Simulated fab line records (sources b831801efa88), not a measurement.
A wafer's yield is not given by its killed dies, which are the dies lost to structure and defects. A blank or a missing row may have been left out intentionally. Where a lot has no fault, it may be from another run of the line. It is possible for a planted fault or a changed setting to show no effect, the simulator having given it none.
Chamber matching || flow sky130 || 4 sister chambers for SKY_FIELD_ISO_CMP_27 on cmp-01
The step polishes, stops on Si3N4, t overpolish 16 s, target thk 457.8 nm. 8 wafers are shown with their chamber, then 10 later ones without.

## WAFERS WITH THEIR CHAMBER
{"wafer": "L197.1", "chamber": 0, "motorCurrentA (A)": 12.3, "timeToEndpointS (s)": 114}
{"wafer": "L205.5", "chamber": 1, "motorCurrentA (A)": 12.3, "timeToEndpointS (s)": 114}
{"wafer": "L207.1", "chamber": 0, "motorCurrentA (A)": 13.4, "timeToEndpointS (s)": 110}
{"wafer": "L207.6", "chamber": 3, "motorCurrentA (A)": 10.4, "timeToEndpointS (s)": 110}
{"wafer": "L209.3", "chamber": 1, "motorCurrentA (A)": 12.1, "timeToEndpointS (s)": 113}
{"wafer": "L209.5", "chamber": 2, "motorCurrentA (A)": 14.0, "timeToEndpointS (s)": 110}
{"wafer": "L210.3", "chamber": 3, "motorCurrentA (A)": 10.3, "timeToEndpointS (s)": 113}
{"wafer": "L210.5", "chamber": 2, "motorCurrentA (A)": 14.9, "timeToEndpointS (s)": 113}

## WAFERS WITHOUT THEIR CHAMBER
{"wafer": "L210.6", "motorCurrentA (A)": 12.4, "timeToEndpointS (s)": 114}
{"wafer": "L211.1", "motorCurrentA (A)": 11.1, "timeToEndpointS (s)": 111}
{"wafer": "L211.2", "motorCurrentA (A)": 14.8, "timeToEndpointS (s)": 116}
{"wafer": "L211.6", "motorCurrentA (A)": 11.7, "timeToEndpointS (s)": 114}
{"wafer": "L216.4", "motorCurrentA (A)": 10.9, "timeToEndpointS (s)": 115}
{"wafer": "L216.5", "motorCurrentA (A)": 10.1, "timeToEndpointS (s)": 112}
{"wafer": "L216.6", "motorCurrentA (A)": 12.3, "timeToEndpointS (s)": 114}
{"wafer": "L217.1", "motorCurrentA (A)": 12.8, "timeToEndpointS (s)": 112}
{"wafer": "L217.4", "motorCurrentA (A)": 11.9, "timeToEndpointS (s)": 113}
{"wafer": "L217.6", "motorCurrentA (A)": 10.5, "timeToEndpointS (s)": 107}

## THE CHAMBER EACH PASSED THROUGH
{"wafer": "L210.6", "from the rows above": "can't be placed: 1 or 0", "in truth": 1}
{"wafer": "L211.1", "from the rows above": "can't be placed: 3 or 1 or 0", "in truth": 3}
{"wafer": "L211.2", "from the rows above": 2, "in truth": 2}
{"wafer": "L211.6", "from the rows above": "can't be placed: 1 or 0 or 3", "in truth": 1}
{"wafer": "L216.4", "from the rows above": "can't be placed: 3 or 1", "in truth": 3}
{"wafer": "L216.5", "from the rows above": 3, "in truth": 3}
{"wafer": "L216.6", "from the rows above": "can't be placed: 1 or 0", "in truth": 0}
{"wafer": "L217.1", "from the rows above": "can't be placed: 0 or 1", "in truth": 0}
{"wafer": "L217.4", "from the rows above": "can't be placed: 1 or 0", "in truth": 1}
{"wafer": "L217.6", "from the rows above": 3, "in truth": 3}
Correct placement for 3 of the 10. Can't be placed from these rows: 7 (the true chamber is among the candidates in 7). Wrongly placed: 0.
How it was worked out, from the rows above alone: a wafer's distance from a chamber is the root of the sum, over the readings, of the square of ((its reading less the chamber's mean) divided by the reading's scatter). If the next closest chamber is less than 2 further off than the closest, the wafer can't be placed; otherwise it belongs to the closest. For every chamber, the mean is computed from those of its wafers that are shown. How the scatter is found: for the shown wafers, subtract from each reading the mean of its chamber, square and add these, divide the total by (wafers less chambers), then take the root.
